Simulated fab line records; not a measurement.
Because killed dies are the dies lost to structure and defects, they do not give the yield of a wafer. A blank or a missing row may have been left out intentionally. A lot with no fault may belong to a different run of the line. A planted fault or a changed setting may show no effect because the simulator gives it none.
Shared-tool check || flow gf180mcu || Sample size 16 lots and 60 wafers

## WHY THIS WAS OPENED
At GF_NSD_CD_MEAS_07 the reading cd_nm is flagged on 4 of 16 lots. Wafers without a fault read 398.6 nm, standard deviation 2.4.
Rule: a lot gets a flag if all its wafers with a number sit over 4 standard deviations from that mean, or if no wafer of it has a number. The other lots count as sound.

{"lot": "L982", "measured": "day 13 19:41", "on": "cd_sem-02", "cd_nm (nm), wafer by wafer": "401.4 398.5 400.1", "flag": ""}
{"lot": "L983", "measured": "day 13 23:35", "on": "cd_sem-02", "cd_nm (nm), wafer by wafer": "394.4 397.5 393.8", "flag": ""}
{"lot": "L984", "measured": "day 14 06:54", "on": "cd_sem-02", "cd_nm (nm), wafer by wafer": "397.9 398.1 399.3", "flag": ""}
{"lot": "L985", "measured": "day 14 17:43", "on": "cd_sem-01", "cd_nm (nm), wafer by wafer": "400.1 399.2 401.5", "flag": ""}
{"lot": "L986", "measured": "day 14 21:48", "on": "cd_sem-01", "cd_nm (nm), wafer by wafer": "397.8 397.4 396.0", "flag": ""}
{"lot": "L987", "measured": "day 15 06:39", "on": "cd_sem-01", "cd_nm (nm), wafer by wafer": "398.1 396.7 397.8", "flag": ""}
{"lot": "L988", "measured": "day 15 17:59", "on": "cd_sem-02", "cd_nm (nm), wafer by wafer": "394.5 396.6 392.9", "flag": ""}
{"lot": "L989", "measured": "day 16 03:42", "on": "cd_sem-02", "cd_nm (nm), wafer by wafer": "401.0 400.2 397.6", "flag": ""}
{"lot": "L990", "measured": "day 16 08:04", "on": "cd_sem-02", "cd_nm (nm), wafer by wafer": "402.0 402.4 400.6", "flag": ""}
{"lot": "L991", "measured": "day 16 23:54", "on": "cd_sem-02", "cd_nm (nm), wafer by wafer": "401.4 400.2 402.5", "flag": ""}
{"lot": "L992", "measured": "day 17 06:31", "on": "cd_sem-01", "cd_nm (nm), wafer by wafer": "402.0 402.1 402.1", "flag": ""}
{"lot": "L993", "measured": "day 17 13:50", "on": "cd_sem-01", "cd_nm (nm), wafer by wafer": "399.0 396.2 398.7", "flag": ""}
{"lot": "L995", "measured": "day 18 07:56", "on": "cd_sem-02", "cd_nm (nm), wafer by wafer": "351.1 354.2 354.0 351.3 354.1 353.7", "flag": "FLAGGED"}
{"lot": "L996", "measured": "day 18 15:11", "on": "cd_sem-02", "cd_nm (nm), wafer by wafer": "351.7 349.8 351.9 351.6 349.6 351.3", "flag": "FLAGGED"}
{"lot": "L100", "measured": "day 19 21:13", "on": "cd_sem-01", "cd_nm (nm), wafer by wafer": "370.9 370.1 370.8 371.1 370.2 371.6", "flag": "FLAGGED"}
{"lot": "L102", "measured": "day 20 20:00", "on": "cd_sem-01", "cd_nm (nm), wafer by wafer": "377.4 377.5 376.3 377.1 377.3 376.9", "flag": "FLAGGED"}
The mean of the flagged lots' numbers is 363.0 nm, -35.6 nm from the usual (-15 standard deviations).

## LOT BY LOT: THE TOOL USED
The record holds 1 process step before the reading, out of a route of 602 steps. Cell contents, in order: the tool; ch with the chambers the sampled wafers went through; the start.
{"lot": "L982", "flag": "", "GF_NSD_EXPOSE_04": "iline_stepper-01 ch 0, day 13 09:56"}
{"lot": "L983", "flag": "", "GF_NSD_EXPOSE_04": "iline_stepper-02 ch 0, day 13 13:36"}
{"lot": "L984", "flag": "", "GF_NSD_EXPOSE_04": "iline_stepper-01 ch 0, day 13 20:46"}
{"lot": "L985", "flag": "", "GF_NSD_EXPOSE_04": "iline_stepper-01 ch 0, day 14 07:35"}
{"lot": "L986", "flag": "", "GF_NSD_EXPOSE_04": "iline_stepper-01 ch 0, day 14 11:39"}
{"lot": "L987", "flag": "", "GF_NSD_EXPOSE_04": "iline_stepper-01 ch 0, day 14 19:58"}
{"lot": "L988", "flag": "", "GF_NSD_EXPOSE_04": "iline_stepper-01 ch 0, day 15 07:08"}
{"lot": "L989", "flag": "", "GF_NSD_EXPOSE_04": "iline_stepper-01 ch 0, day 15 16:45"}
{"lot": "L990", "flag": "", "GF_NSD_EXPOSE_04": "iline_stepper-01 ch 0, day 15 21:14"}
{"lot": "L991", "flag": "", "GF_NSD_EXPOSE_04": "iline_stepper-01 ch 0, day 16 13:04"}
{"lot": "L992", "flag": "", "GF_NSD_EXPOSE_04": "iline_stepper-02 ch 0, day 16 18:48"}
{"lot": "L993", "flag": "", "GF_NSD_EXPOSE_04": "iline_stepper-02 ch 0, day 17 02:41"}
{"lot": "L995", "flag": "FLAGGED", "GF_NSD_EXPOSE_04": "iline_stepper-01 ch 0, day 17 20:29"}
{"lot": "L996", "flag": "FLAGGED", "GF_NSD_EXPOSE_04": "iline_stepper-01 ch 0, day 18 03:19"}
{"lot": "L100", "flag": "FLAGGED", "GF_NSD_EXPOSE_04": "iline_stepper-01 ch 0, day 19 09:21"}
{"lot": "L102", "flag": "FLAGGED", "GF_NSD_EXPOSE_04": "iline_stepper-01 ch 0, day 20 07:49"}
These steps, and what they do:
- GF_NSD_EXPOSE_04: exposes mask Nplus, target cd 400 nm.
- GF_NSD_CD_MEAS_07: target cd 400 nm.

## FLAGGED OVER TOTAL, TOOL BY TOOL (the gauges that took the reading come last)
{"step": "GF_NSD_EXPOSE_04", "tool": "iline_stepper-01", "lots run": 13, "flagged": 4, "share of the flagged lots": "all", "sound lots run after its first flagged lot": 0}
{"step": "GF_NSD_EXPOSE_04", "tool": "iline_stepper-02", "lots run": 3, "flagged": 0, "share of the flagged lots": "none", "sound lots run after its first flagged lot": "-"}
{"step": "GF_NSD_CD_MEAS_07", "tool": "cd_sem-01", "lots run": 7, "flagged": 2, "share of the flagged lots": "some", "sound lots run after its first flagged lot": 0}
{"step": "GF_NSD_CD_MEAS_07", "tool": "cd_sem-02", "lots run": 9, "flagged": 2, "share of the flagged lots": "some", "sound lots run after its first flagged lot": 0}

## WHAT THE TABLE PERMITS
In the table, 1 row covers all flagged lots: iline_stepper-01 at GF_NSD_EXPOSE_04.
- iline_stepper-01 at GF_NSD_EXPOSE_04: 4 of its 13 lots flagged. It ran its last sound lot, L991, at day 16 13:04 and its first flagged lot, L995, at day 17 20:29: a fault with its onset between the two fits. Its own readings (exposure_dose_mJ_cm2) fall more than 4 standard deviations out on all wafers of the flagged lots.
Left over: one tool, iline_stepper-01 at GF_NSD_EXPOSE_04.

## WHAT WAS PUT IN BY THE SIMULATOR
Process parameter drift: iline_stepper-01, from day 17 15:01 on, at GF_NSD_EXPOSE_04. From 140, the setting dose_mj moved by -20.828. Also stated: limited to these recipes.
Struck lots among those shown: L995, L996, L100, L102. The rule given above showed the same thing.
